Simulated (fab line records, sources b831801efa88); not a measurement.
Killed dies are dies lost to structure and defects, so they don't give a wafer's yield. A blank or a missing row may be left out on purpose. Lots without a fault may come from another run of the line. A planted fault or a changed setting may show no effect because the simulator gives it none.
fab line records | flow sky130
record lots=6 wafers=18 last_day=49
route steps=708 shown CAP2M@604 PAD_OPEN@708
lots that met no fault: from a run of the same line without faults
start_h: hours from the record's first day to the start of the lot's first wafer shown | wait_h: hours since the lot's step before | " the same as in the row above | L1.1+2: a row that stands for several wafers | - no value, or no start given | * or withheld: withheld | < > ~ a bound
route shown NAME@n: a module of which the file shows steps, and the number in the route of the first | usual: mean/standard deviation of fault-free wafers | same: alike in all rows | chamber/n: place in a boat | sites: the reading at each site | _std_site: their standard deviation | _edge_site: outer sites' mean less inner sites' | radius_mm: how far each site lies from the wafer's centre | mask NAME#n: copy n | behind: the tool/chamber that last shaped the wafer | hold: why the lot was held/for how many hours/how that ended | device: the transistor (n, p or np) that didn't switch | end of line: the same wafers' tests at the end of the route | a step without rows: its recipe alone | killed: dies lost to structure and defects at the first sort, not the wafer's yield | map: a wafer's dies, x killed, . not, _ none there
set.NAME: the setting as run; set.NAME@STEP: as run at that earlier step | model.NAME: the simulator's own value behind a step, which no gauge read
lots at some steps of the route; a table a step, a row a wafer
services: from which hour (start_h, from the record's first day; less than 0 if before it) a tool's chamber was out of use, for how many hours, and why
## steps
# step SKY_CAP2M_THK_MEAS_01
# recipe reads=SiO2_of_CAP2M_CVD_00
# usual CAP2M_CVD_00_THK=15.53/0.21
# columns lot.wafer tool chamber start_h wait_h CAP2M_CVD_00_THK[nm]
L431.3 film_metro-01 - 964.60 - 15.30
L431.4 " - " " 15.17
L431.5 " - " " 15.27
L433.1 film_metro-04 - 981.43 - 15.56
L433.3 " - " " 15.60
L433.6 " - " " 15.76
L436.1 film_metro-01 - 985.61 - 15.28
L436.2 " - " " 15.34
L436.5 " - " " 15.23
L441.1 film_metro-01 - 1020.63 - 15.63
L441.4 " - " " 15.80
L441.5 " - " " 15.85
L444.2 film_metro-04 - 1042.28 - 15.62
L444.3 " - " " 15.50
L444.4 " - " " 15.84
L449.2 film_metro-02 - 1069.05 - 15.38
L449.3 " - " " 15.57
L449.6 " - " " 15.54
# step SKY_CAP2M_SPUTTER_02
# recipe material=TiN target_thk_nm=200 temp_c=300 power_w=6500 time_s=166.7 chamber_pressure_pa=0.4
# usual throttle_valve_pct=29.5/1.1
# columns lot.wafer tool chamber start_h wait_h throttle_valve_pct
L431.3 pvd_sputter-03 - 964.64 0.0 30.0
L431.4 " - " " 30.2
L431.5 " - " " 29.9
L433.1 pvd_sputter-03 - 981.49 0.1 30.2
L433.3 " - " " 29.7
L433.6 " - " " 29.9
L436.1 pvd_sputter-03 - 985.67 0.1 30.0
L436.2 " - " " 30.1
L436.5 " - " " 30.0
L441.1 pvd_sputter-03 - 1020.69 0.1 29.7
L441.4 " - " " 29.7
L441.5 " - " " 27.6
L444.2 pvd_sputter-02 - 1042.33 0.0 28.4
L444.3 " - " " 30.7
L444.4 " - " " 30.0
L449.2 pvd_sputter-03 - 1069.10 0.0 29.8
L449.3 " - " " 29.8
L449.6 " - " " 27.6
# step SKY_CAP2M_RS_MEAS_03
# recipe thk_meas_gauge=four-point-probe reads=TiN_of_CAP2M_SPUTTER_02
# usual CAP2M_TIN_RS=6.87/0.074
# columns lot.wafer tool chamber start_h wait_h CAP2M_TIN_RS[ohm/sq]
L431.3 film_metro-02 - 964.79 0.1 6.85
L431.4 " - " " 6.91
L431.5 " - " " 6.88
L433.1 film_metro-02 - 981.60 0.1 7.06
L433.3 " - " " 7.05
L433.6 " - " " 7.00
L436.1 film_metro-02 - 985.78 0.1 6.97
L436.2 " - " " 6.92
L436.5 " - " " 6.88
L441.1 film_metro-02 - 1020.80 0.1 6.81
L441.4 " - " " 6.75
L441.5 " - " " 6.79
L444.2 film_metro-04 - 1042.46 0.1 6.82
L444.3 " - " " 6.90
L444.4 " - " " 6.89
L449.2 film_metro-04 - 1069.23 0.1 6.88
L449.3 " - " " 6.85
L449.6 " - " " 6.92
# step SKY_CAP2M_THK_MEAS_04
# recipe thk_meas_gauge=xrf reads=TiN_of_CAP2M_SPUTTER_02
# usual CAP2M_TIN_THK=204.5/2.2
# columns lot.wafer tool chamber start_h wait_h CAP2M_TIN_THK[nm]
L431.3 film_metro-02 - 964.89 0.1 204.0
L431.4 " - " " 203.2
L431.5 " - " " 205.0
L433.1 film_metro-02 - 981.72 0.1 199.3
L433.3 " - " " 200.2
L433.6 " - " " 201.2
L436.1 film_metro-02 - 985.90 0.1 201.9
L436.2 " - " " 202.9
L436.5 " - " " 203.9
L441.1 film_metro-02 - 1020.92 0.1 205.7
L441.4 " - " " 208.1
L441.5 " - " " 206.7
L444.2 film_metro-04 - 1042.57 0.1 206.7
L444.3 " - " " 204.4
L444.4 " - " " 204.2
L449.2 film_metro-04 - 1069.34 0.1 204.1
L449.3 " - " " 204.4
L449.6 " - " " 203.5
# step SKY_CAP2M_DEHYDRATE_05
# recipe temp_c=200 time_s=60
# step SKY_CAP2M_HMDS_06
# recipe prime_time_s=60 prime_temp_c=120
# step SKY_CAP2M_COAT_07
# recipe resist=NOVOLAK spin_rpm=3000 resist_thk_nm=1140
# step SKY_CAP2M_SOFTBAKE_08
# recipe temp_c=90 time_s=60 resist=NOVOLAK
# step SKY_CAP2M_EXPOSE_09
# recipe mask_id=CAP2M na=0.6 source_shape=conventional sigma_outer=0.6 polarization=unpolarized target_cd_nm=1000 dose_mj=161
# step SKY_CAP2M_PEB_10
# recipe temp_c=withheld time_s=* resist=NOVOLAK
# step SKY_CAP2M_DEVELOP_11
# recipe resist=NOVOLAK developer=TMAH develop_time_s=60 dev_temp_c=23
# step SKY_CAP2M_OVL_MEAS_12
# usual CAP2M_OVL=0.0/1.5
# columns lot.wafer tool chamber start_h wait_h CAP2M_OVL[nm]
L431.3 overlay-01 - 991.24 0.1 0.5
L431.4 " - " " -0.2
L431.5 " - " " 0.3
L433.1 overlay-01 - 1005.43 0.1 2.3
L433.3 " - " " 1.8
L433.6 " - " " 2.7
L436.1 overlay-02 - 1009.13 0.1 -3.4
L436.2 " - " " -2.4
L436.5 " - " " -2.5
L441.1 overlay-02 - 1043.18 0.1 0.4
L441.4 " - " " -0.7
L441.5 " - " " -0.7
L444.2 overlay-02 - 1064.64 0.1 -3.9
L444.3 " - " " -3.2
L444.4 " - " " -2.1
L449.2 overlay-02 - 1089.59 0.1 -1.1
L449.3 " - " " -1.4
L449.6 " - " " -0.1
# step SKY_CAP2M_METAL_ETCH_13
# recipe target_depth_nm=220 stop_on=SiO2 chemistry=Cl2/BCl3 target=TiN pressure_mtorr=10 icp_w=900 bias_w=48.5 Cl2_flow_sccm=60 bcl3_flow_sccm=30 time_s=62.9
# usual bcl3_flow_sccm=29.97/0.093 bias_w=48.48/0.14 drypump_motor_current_A=5.7/0.44 oes_product_au=0.944/0.0076 throttle_valve_pct=21.900/0.011
# columns lot.wafer tool chamber start_h wait_h bcl3_flow_sccm bias_w drypump_motor_current_A oes_product_au rf_hours_counter_h throttle_valve_pct model.NOVOLAK_of_CAP2M_COAT_07.thk_nm
L431.3 rie_metal-01 1 991.29 0.0 29.92 48.45 6.3 0.940 - 21.905 998.3
L431.4 " 0 " " 29.83 48.54 5.6 0.946 - 21.901 994.2
L431.5 " 1 " " 30.08 48.69 6.3 0.947 - 21.896 997.2
L433.1 rie_metal-04 1 1005.46 0.0 - - - - - - 1142
L433.3 " 0 " " - - - - - - 1142
L433.6 " 1 " " - - - - - - 1141
L436.1 rie_metal-04 1 1009.17 0.0 - - - - - - 1142
L436.2 " 0 " " - - - - - - 1139
L436.5 " 0 " " - - - - - - 1142
L441.1 rie_metal-03 1 1043.22 0.0 30.07 48.47 4.9 0.946 8 21.902 997.2
L441.4 " 1 " " 29.98 48.46 4.9 0.947 - 21.901 993.8
L441.5 " 0 " " 29.84 48.48 5.5 0.953 - 21.894 989.4
L444.2 rie_metal-04 0 1064.67 0.0 30.00 48.59 6.2 0.958 17 21.884 996
L444.3 " 1 " " 29.94 48.32 5.6 0.942 - 21.910 998.8
L444.4 " 0 " " 29.85 48.34 6.2 0.940 - 21.902 997.9
L449.2 rie_metal-01 0 1089.62 0.0 29.98 48.38 5.6 0.935 12 21.912 998.2
L449.3 " 1 " " 29.92 48.67 6.4 0.949 - 21.890 997.3
L449.6 " 0 " " 30.15 48.35 5.6 0.940 - 21.892 997.1
# step SKY_CAP2M_STRIP_14
# recipe chemistry=O2/N2 power_w=1400 pressure_mtorr=1500 platen_temp_c=withheld o2_flow_sccm=3000 n2_flow_sccm=300 overash_fraction=0.5
# usual drypump_motor_current_A=5.6/0.53 oes_product_au=0.710/0.004 strip_time_to_endpoint_s=12.67/0.048
# same overash_fraction=0.5
# columns lot.wafer tool chamber start_h wait_h drypump_motor_current_A oes_product_au rf_hours_counter_h strip_time_to_endpoint_s
L431.3 plasma_asher-04 1 991.37 0.1 5.8 0.716 - 12.72
L431.4 " 0 " " 5.4 0.703 - 12.66
L431.5 " 1 " " 5.8 0.708 - 12.69
L433.1 plasma_asher-01 1 1005.54 0.1 6.1 0.712 21 14.21
L433.3 " 1 " " 6.1 0.709 - 14.21
L433.6 " 0 " " 6.3 0.716 - 14.20
L436.1 plasma_asher-02 0 1009.24 0.1 5.4 0.716 117 14.21
L436.2 " 1 " " 4.7 0.717 117 14.17
L436.5 " 0 " " 5.5 0.713 - 14.18
L441.1 plasma_asher-04 1 1043.30 0.1 5.8 0.705 63 12.71
L441.4 " 1 " " 5.8 0.706 - 12.66
L441.5 " 0 " " 5.4 0.712 - 12.60
L444.2 plasma_asher-04 1 1064.75 0.1 5.8 0.700 66 12.68
L444.3 " 1 " " 5.9 0.712 - 12.72
L444.4 " 0 " " 5.4 0.700 - 12.72
L449.2 plasma_asher-02 1 1089.70 0.1 4.7 0.711 3 12.71
L449.3 " 0 " " 5.4 0.711 - 12.71
L449.6 " 1 " " 4.7 0.716 - 12.69
# step SKY_CAP2M_STRIP_15
# recipe chemistry=post_etch_residue_remover time_s=1200 temp_c=72.5
# step SKY_PAD_OPEN_PROBE_99
# usual defect_limited_yield=82.9/1.8 killed_at_M0_to_M3=42/7.2 killed_at_M4_up=3.2/1.8 killed_at_contacts=24/5.4 killed_at_front_end=15/4 killed_at_other=0.3/0.59 killed_dies=84/9 killed_on_rim=17/3.3 killed_open=46/7.1 killed_short=38/6 sort_bin_3_pad_short=0.8/0.41 sort_bin_5_function=10.1/1.3 sort_bin_6_memory=6.3/1.2 sort_n_pass=408/9 sort_yield_pct=82.9/1.8
# same gross_dies=492 killed_at_back_side=0 sort_bin_4_leakage[%]=0 sort_bin_8_speed[%]=0
# columns lot.wafer tool chamber start_h wait_h defect_limited_yield[%] killed_at_M0_to_M3 killed_at_M4_up killed_at_contacts killed_at_front_end killed_at_other killed_dies killed_on_rim killed_open killed_short sort_bin_3_pad_short[%] sort_bin_5_function[%] sort_bin_6_memory[%] sort_n_pass sort_yield_pct[%]
L431.3 prober-02 - 1110.04 0.2 79.3 48 4 30 20 0 102 16 54 47 0.8 12.4 7.5 390 79.3
L431.4 prober-02 - 1110.09 0.2 83.3 39 5 21 16 1 82 18 43 38 1.0 9.8 5.9 410 83.3
L431.5 prober-02 - 1110.14 0.2 83.9 40 1 19 19 0 79 15 42 37 1.2 9.3 5.5 413 83.9
L433.1 prober-01 - 1126.78 0.1 0 44 2 24 18 404 492 96 46 42 0.4 93.3 6.3 0 0
L433.3 prober-01 - 1126.88 0.2 0 40 2 31 20 399 492 96 49 45 0.8 91.7 7.5 0 0
L433.6 prober-01 - 1127.03 0.2 0 52 2 18 10 410 492 96 43 39 1.0 92.1 6.9 0 0
L436.1 prober-02 - 1127.06 0.1 0 41 6 15 13 417 492 96 40 35 1.6 92.9 5.5 0 0
L436.2 prober-02 - 1127.11 0.1 0 31 7 19 17 418 492 96 34 40 1.0 93.7 5.3 0 0
L436.5 prober-02 - 1127.26 0.2 0 39 2 24 16 411 492 96 46 36 0.4 93.7 5.9 0 0
L441.1 prober-02 - 1156.12 0.1 82.7 44 4 26 10 1 85 19 51 34 1.2 9.8 6.3 407 82.7
L441.4 prober-02 - 1156.27 0.2 83.7 37 4 19 20 0 80 10 43 37 1.2 10.2 4.9 412 83.7
L441.5 prober-02 - 1156.32 0.2 82.1 43 5 24 15 1 88 18 50 38 0.6 10.2 7.1 404 82.1
# killed by level:class
L431.3 LI_CONTACT:geometric_particle:open=9 VIA3:geometric_particle:open=9 METAL2:geometric_particle:short=8 LOCAL_INTERCONNECT:geometric_particle:short=7 CONTACT:geometric_particle:open=7 VIA1:geometric_particle:short=7 VIA1:geometric_particle:open=7 FIELD_ISO:geometric_particle:open=6
L431.4 LI_CONTACT:geometric_particle:open=9 METAL3:geometric_particle:short=6 VIA3:geometric_particle:open=6 VIA1:geometric_particle:short=5 VIA2:geometric_particle:open=5 FIELD_ISO:geometric_particle:open=4 POLY_GATE:geometric_particle:short=4 VIA1:geometric_particle:open=4
L431.5 VIA1:geometric_particle:open=8 CONTACT:geometric_particle:open=8 FIELD_ISO:geometric_particle:open=6 METAL1:geometric_particle:short=6 VIA2:geometric_particle:open=6 POLY_GATE:geometric_particle:open=5 METAL2:geometric_particle:short=5 LOCAL_INTERCONNECT:geometric_particle:short=4
L433.1 CAP2M:area_etch=403 CONTACT:geometric_particle:open=10 FIELD_ISO:geometric_particle:open=6 VIA1:geometric_particle:open=6 VIA3:geometric_particle:open=6 FIELD_ISO:geometric_particle:short=5 METAL1:geometric_particle:short=5 VIA1:geometric_particle:short=5
L433.3 CAP2M:area_etch=398 CONTACT:geometric_particle:open=12 VIA3:geometric_particle:open=9 FIELD_ISO:geometric_particle:short=7 VIA1:geometric_particle:open=7 CONTACT:geometric_particle:short=6 VIA1:geometric_particle:short=6 LI_CONTACT:geometric_particle:short=5
L433.6 CAP2M:area_etch=410 VIA1:geometric_particle:short=13 VIA1:geometric_particle:open=12 VIA3:geometric_particle:open=7 CONTACT:geometric_particle:open=6 FIELD_ISO:geometric_particle:open=5 LI_CONTACT:geometric_particle:open=5 CONTACT:geometric_particle:short=4
L436.1 CAP2M:area_etch=417 VIA3:geometric_particle:open=9 LI_CONTACT:geometric_particle:open=7 METAL2:geometric_particle:short=7 VIA2:geometric_particle:open=6 METAL4:geometric_particle:short=6 VIA1:geometric_particle:short=5 VIA1:geometric_particle:open=5
L436.2 CAP2M:area_etch=418 FIELD_ISO:geometric_particle:short=6 VIA1:geometric_particle:open=6 CONTACT:geometric_particle:open=6 METAL4:geometric_particle:short=6 FIELD_ISO:geometric_particle:open=5 LI_CONTACT:geometric_particle:open=5 CONTACT:geometric_particle:short=5
L436.5 CAP2M:area_etch=410 VIA1:geometric_particle:open=10 CONTACT:geometric_particle:open=7 LI_CONTACT:geometric_particle:open=6 FIELD_ISO:geometric_particle:open=5 METAL2:geometric_particle:short=5 POLY_GATE:geometric_particle:open=5 VIA2:geometric_particle:open=5
L441.1 VIA1:geometric_particle:open=11 LI_CONTACT:geometric_particle:open=8 CONTACT:geometric_particle:open=8 VIA3:geometric_particle:open=8 VIA2:geometric_particle:open=7 METAL1:geometric_particle:short=5 VIA1:geometric_particle:short=5 LI_CONTACT:geometric_particle:short=4
L441.4 VIA1:geometric_particle:open=10 FIELD_ISO:geometric_particle:short=7 LI_CONTACT:geometric_particle:open=7 METAL1:geometric_particle:short=6 CONTACT:geometric_particle:open=5 METAL2:geometric_particle:short=5 CONTACT:geometric_particle:short=4 VIA1:geometric_particle:short=4
L441.5 VIA1:geometric_particle:open=16 CONTACT:geometric_particle:open=8 FIELD_ISO:geometric_particle:open=6 METAL2:geometric_particle:short=6 CONTACT:geometric_particle:short=5 VIA2:geometric_particle:short=5 VIA3:geometric_particle:open=5 FIELD_ISO:geometric_particle:short=4
# map L433.1 (x killed, . not)
__________xxxxxxxxxx_________
________xxxxxxxxxxxxxx_______
______xxxxxxxxxxxxxxxxxx_____
_____xxxxxxxxxxxxxxxxxxxx____
____xxxxxxxxxxxxxxxxxxxxxx___
___xxxxxxxxxxxxxxxxxxxxxxxx__
__xxxxxxxxxxxxxxxxxxxxxxxxxx_
_xxxxxxxxxxxxxxxxxxxxxxxxxxxx
_xxxxxxxxxxxxxxxxxxxxxxxxxxxx
_xxxxxxxxxxxxxxxxxxxxxxxxxxxx
_xxxxxxxxxxxxxxxxxxxxxxxxxxxx
_xxxxxxxxxxxxxxxxxxxxxxxxxxxx
_xxxxxxxxxxxxxxxxxxxxxxxxxxxx
_xxxxxxxxxxxxxxxxxxxxxxxxxxxx
_xxxxxxxxxxxxxxxxxxxxxxxxxxxx
__xxxxxxxxxxxxxxxxxxxxxxxxxx_
___xxxxxxxxxxxxxxxxxxxxxxxx__
____xxxxxxxxxxxxxxxxxxxxxx___
_____xxxxxxxxxxxxxxxxxxxx____
______xxxxxxxxxxxxxxxxxx_____
________xxxxxxxxxxxxxx_______
__________xxxxxxxxxx_________
# map L436.1 (x killed, . not)
__________xxxxxxxxxx_________
________xxxxxxxxxxxxxx_______
______xxxxxxxxxxxxxxxxxx_____
_____xxxxxxxxxxxxxxxxxxxx____
____xxxxxxxxxxxxxxxxxxxxxx___
___xxxxxxxxxxxxxxxxxxxxxxxx__
__xxxxxxxxxxxxxxxxxxxxxxxxxx_
_xxxxxxxxxxxxxxxxxxxxxxxxxxxx
_xxxxxxxxxxxxxxxxxxxxxxxxxxxx
_xxxxxxxxxxxxxxxxxxxxxxxxxxxx
_xxxxxxxxxxxxxxxxxxxxxxxxxxxx
_xxxxxxxxxxxxxxxxxxxxxxxxxxxx
_xxxxxxxxxxxxxxxxxxxxxxxxxxxx
_xxxxxxxxxxxxxxxxxxxxxxxxxxxx
_xxxxxxxxxxxxxxxxxxxxxxxxxxxx
__xxxxxxxxxxxxxxxxxxxxxxxxxx_
___xxxxxxxxxxxxxxxxxxxxxxxx__
____xxxxxxxxxxxxxxxxxxxxxx___
_____xxxxxxxxxxxxxxxxxxxx____
______xxxxxxxxxxxxxxxxxx_____
________xxxxxxxxxxxxxx_______
__________xxxxxxxxxx_________
## services
# columns tool chamber start_h hours kind
rie_metal-04 - 949.64 2.8 pm
plasma_asher-02 - 952.72 1.2 repair
plasma_asher-01 - 962.56 0.5 repair
plasma_asher-04 - 964.23 2.4 repair
pvd_sputter-02 - 975.52 0.5 repair
pvd_sputter-02 - 1011.14 3.4 repair
rie_metal-01 0 1026.30 2.9 repair
rie_metal-01 - 1027.39 1.9 repair
plasma_asher-02 - 1055.25 9.0 pm
plasma_asher-02 0 1055.25 9.0 vent_cycle
plasma_asher-02 1 1055.25 9.0 vent_cycle
plasma_asher-01 - 1063.15 4.8 repair
rie_metal-01 1 1063.76 - clean
rie_metal-01 1 1063.76 19.3 scheduled_down
rie_metal-01 1 1063.76 19.3 vent_cycle
plasma_asher-02 0 1064.25 - clean
plasma_asher-02 1 1064.25 - clean
plasma_asher-01 - 1075.30 5.4 repair
## key
first_sign step=SKY_CAP2M_METAL_ETCH_13 reading=tool_record direction=missing
effect step=SKY_CAP2M_STRIP_14 reading=strip_time_to_endpoint_s direction=up sigmas=32 usual=* struck=*
effect step=SKY_PAD_OPEN_PROBE_99 reading=killed_at_other direction=up sigmas=99+ usual=0.3 struck=409.8
model_effect step=SKY_CAP2M_METAL_ETCH_13 value=NOVOLAK_of_CAP2M_COAT_07.thk_nm without=995.3 struck=1141
more_kills_born_at SKY_CAP2M_METAL_ETCH_13@rie_metal-04=2456
met_at SKY_CAP2M_METAL_ETCH_13
struck_wafers L433.1,L433.3,L433.6,L436.1,L436.2,L436.5
later_rows_left_out L433.1,L433.3,L433.6,L436.1,L436.2,L436.5
fault kind=skipped_step_whole tool=rie_metal-03,rie_metal-04 chamber=- onset_h=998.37 steps=SKY_CAP2M_METAL_ETCH_13 scope=struck_lots_only
# later_rows_left_out: the simulator's readings of these wafers behind a module that went badly wrong aren't trusted and aren't shown, but for the sort
